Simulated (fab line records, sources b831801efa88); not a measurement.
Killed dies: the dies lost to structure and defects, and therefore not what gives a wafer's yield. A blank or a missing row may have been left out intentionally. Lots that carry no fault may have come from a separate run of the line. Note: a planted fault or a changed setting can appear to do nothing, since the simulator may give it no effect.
Struck lot and sound lot, side by side	flow sky130	25 steps out of a route of 708
Sound: these wafers, L346.2, L346.4, L346.6. Struck: wafer L335.4 (left out: L335.1, L335.3 of the same lot, which were not struck); the cause appears at the end.
Each step with rows lists, per side, the tool, then ch with its chambers, then its first start. Under that, the readings that differ: sound wafers	struck wafers	difference of the means	sigmas: that difference in standard deviations of wafers without a fault.
alike: a reading whose means differ by less than 2 such deviations, as well as words and numbers matching on both sides. not compared: withheld readings; readings where some wafer has no value; bounds like >300 that might hide an equal value; numbers whose values overlap and for which the record gives no deviation.
A row with sigmas, a row that says differs or no value, or rows on one side alone: a step with any of these is where the two part. Non-overlapping numbers with no deviation appear without sigmas and do not part them. A reading that every wafer of one side lacks parts them only if that side has two wafers or more.

first, 3 steps without rows for these wafers: SKY_LOCAL_INTERCONNECT_STRIP_16 (strips in post etch residue remover, time 1200 s); SKY_LOCAL_INTERCONNECT_CLEAN_17 (cleans in IPA, time 180 s); SKY_LOCAL_INTERCONNECT_CLEAN_18 (cleans in O3/DIW).
SKY_CONTACT_CVD_00: deposits Si3N4, target thk 75 nm.
  sound on pecvd-01 ch 0,2, day 36 08:19; struck on pecvd-04 ch 1, day 33 07:56
  alike: heater-power-outer-w, heater-power-w
SKY_CONTACT_THK_MEAS_01:
  sound: film-metro-01 at day 36 08:23; struck: film-metro-01 at day 33 07:58
  alike: CONTACT_CVD_00_THK
then, 1 step without rows for these wafers: SKY_CONTACT_HDPCVD_02 (deposits SiO2, target thk 565 nm, time 94.2 s).
SKY_CONTACT_THK_MEAS_03:
  sound: film-metro-02 at day 36 08:31; struck: film-metro-03 at day 33 08:06
reading	sound	struck	difference	sigmas
CONTACT_HDPCVD_THK (nm)	567 568 573	553	-16	-3
SKY_CONTACT_CMP_04: polishes SiO2.
  sound on cmp-01 ch 0,3, day 36 08:34; struck on cmp-02 ch 2, day 33 08:13
reading	sound	struck	difference	sigmas
motor-current-A (A)	11.4 10.6 10.9	14.4	+3.4	+3
  alike: time-to-endpoint-s
SKY_CONTACT_BOW_MEAS_05:
  sound: film-metro-01 at day 36 08:53; struck: film-metro-01 at day 33 08:28
  alike: CONTACT_BOW
then, 3 steps without rows for these wafers: SKY_CONTACT_DEHYDRATE_06 (time 60 s); SKY_CONTACT_HMDS_07 (prime time 60 s); SKY_CONTACT_COAT_08 (resist thk 60 nm).
SKY_CONTACT_COAT_09: resist thk 450 nm.
  sound on litho-track-02 ch 0, day 36 20:00; struck on litho-track-03 ch 0, day 33 21:00
reading	sound	struck	difference	sigmas
model.KrF-thick_of_CONTACT_COAT_09.thk-nm (nm)	452.4 451.1 451.2	398	-54	
  alike: resist-line-temp-C
then, 4 steps without rows for these wafers: SKY_CONTACT_SOFTBAKE_10 (time 90 s); SKY_CONTACT_EXPOSE_11 (exposes mask CTM1, target cd 170 nm); SKY_CONTACT_PEB_12; SKY_CONTACT_DEVELOP_13 (develop time 60 s).
SKY_CONTACT_CD_MEAS_14: target cd 170 nm.
  sound: cd-sem-02 at day 37 10:35; struck: cd-sem-02 at day 34 09:58
  alike: cd-nm
SKY_CONTACT_OVL_MEAS_15:
  sound: overlay-01 at day 37 10:41; struck: overlay-01 at day 34 10:05
  alike: CONTACT_OVL
SKY_CONTACT_ETCH_16: etches BARC in N2/H2, stops on SiO2, time 45.9 s, target depth 60 nm.
  sound on rie-diel-02 ch 0,2,3, day 37 10:43; struck on rie-diel-02 ch 1, day 34 10:07
  alike: drypump-motor-current-A, oes-product-au, throttle-valve-pct
  not compared: rf-hours-counter-h
SKY_CONTACT_ETCH_17: etches SiO2 in C4F8/O2/Ar, stops on Si3N4, target depth 340 nm.
  sound on rie-diel-02 ch 0,2,3, day 37 10:46; struck on rie-diel-02 ch 1, day 34 10:10
  alike: oes-product-au
SKY_CONTACT_ETCH_18: etches Si3N4 in CHF3/O2, stops on TiN, time 39 s, target depth 75 nm.
  sound: rie-diel-02 ch 0,2,3; struck: rie-diel-02 ch 1
reading	sound	struck	difference	sigmas
model.KrF-thick_of_CONTACT_COAT_09.thk-nm (nm)	242.4 248.3 241.7	190.4	-53.7	
  alike: drypump-motor-current-A, oes-product-au, throttle-valve-pct
  not compared: rf-hours-counter-h
SKY_CONTACT_STRIP_19: strips in O2/N2.
  sound on plasma-asher-03 ch 0,1, day 37 10:51; struck on plasma-asher-01 ch 0, day 34 10:15
reading	sound	struck	difference	sigmas
o2-flow-sccm (sccm)	2996 3011 2984	2978	-19	-2
oes-product-au (a.u.)	0.377 0.390 0.382	0.348	-0.035	-7
strip-time-to-endpoint-s (s)	3.60 3.68 3.60	3.07	-0.56	-16
  alike: drypump-motor-current-A
  not compared: rf-hours-counter-h
then, 1 step without rows for these wafers: SKY_CONTACT_STRIP_20 (strips in post etch residue remover, time 1200 s).
-- the record jumps here: 14 days lie between the struck wafers' starts before and after (it left off in module CONTACT and takes up again in module PAD_OPEN, whose first step shown is number 708 of the route) --
SKY_PAD_OPEN_PROBE_99:
  sound: prober-02 at day 50 02:13; struck: prober-02 at day 47 22:55
  alike: killed_at_M0_to_M3, killed_at_M4_up, killed-at-contacts, killed-at-front-end, killed-at-other, killed-dies, killed-open, killed-short

WHERE THEY PART
Last at SKY_CONTACT_STRIP_19 as far as this record goes, first at SKY_CONTACT_THK_MEAS_03. Later steps at which nothing parts them and some readings are alike: SKY_PAD_OPEN_PROBE_99.

WHY: what had been put in by the simulator
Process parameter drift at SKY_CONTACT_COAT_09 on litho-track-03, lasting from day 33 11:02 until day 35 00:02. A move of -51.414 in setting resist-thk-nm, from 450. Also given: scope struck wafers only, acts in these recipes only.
